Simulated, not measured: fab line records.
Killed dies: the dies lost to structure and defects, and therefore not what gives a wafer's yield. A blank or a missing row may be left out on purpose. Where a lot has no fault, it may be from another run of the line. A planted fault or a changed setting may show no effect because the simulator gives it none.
Chamber matching / flow sky130 / cmp-02 running SKY_VIA2_CMP_02: 4 sister chambers
The step polishes SiO2. 14 wafers are shown with their chamber, then 7 later ones without.

## WAFERS WITH THEIR CHAMBER
wafer=L192.4; chamber=3; motor current A (A)=12.5
wafer=L192.5; chamber=0; motor current A (A)=10.3
wafer=L192.6; chamber=3; motor current A (A)=12.1
wafer=L197.1; chamber=3; motor current A (A)=11.9
wafer=L197.3; chamber=0; motor current A (A)=10.0
wafer=L197.6; chamber=0; motor current A (A)=10.1
wafer=L200.1; chamber=2; motor current A (A)=13.4
wafer=L200.2; chamber=3; motor current A (A)=12.3
wafer=L200.3; chamber=1; motor current A (A)=14.0
wafer=L206.4; chamber=3; motor current A (A)=12.3
wafer=L206.5; chamber=0; motor current A (A)=9.9
wafer=L206.6; chamber=3; motor current A (A)=11.3
wafer=L208.1; chamber=3; motor current A (A)=12.6
wafer=L208.4; chamber=0; motor current A (A)=10.4

SIGNATURES (averages over the wafers above)
reading=motor current A; chamber 0=10.140; chamber 1=14.000; chamber 2=13.400; chamber 3=12.143; scatter within a chamber=0.365
Rule: for a wafer and a chamber, the distance is found by dividing, reading by reading, the gap between the wafer's reading and the chamber's mean by the reading's scatter, squaring, summing and taking the root. If the next closest chamber is less than 2 further off than the closest, the wafer can't be placed; otherwise it belongs to the closest. The scatter: take each reading less its chamber's mean, square it, sum over the shown wafers, divide by the number of wafers less the number of chambers, and take the root.

## WAFERS WITHOUT THEIR CHAMBER
wafer=L208.5; motor current A (A)=9.8
wafer=L210.1; motor current A (A)=14.2
wafer=L210.4; motor current A (A)=10.2
wafer=L210.6; motor current A (A)=10.8
wafer=L214.3; motor current A (A)=10.6
wafer=L214.4; motor current A (A)=11.8
wafer=L214.6; motor current A (A)=13.0

## CHAMBER TAKEN BY EACH
wafer=L208.5; from the rows above=0; in truth=0
wafer=L210.1; from the rows above=can't be placed: 1 or 2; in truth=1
wafer=L210.4; from the rows above=0; in truth=0
wafer=L210.6; from the rows above=can't be placed: 0 or 3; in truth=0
wafer=L214.3; from the rows above=0; in truth=0
wafer=L214.4; from the rows above=3; in truth=3
wafer=L214.6; from the rows above=can't be placed: 2 or 3 or 1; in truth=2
Correct placement for 4 of the 7. From these rows, 3 cannot be placed; in 3 the true chamber is one of the candidates. 0 placed wrongly.
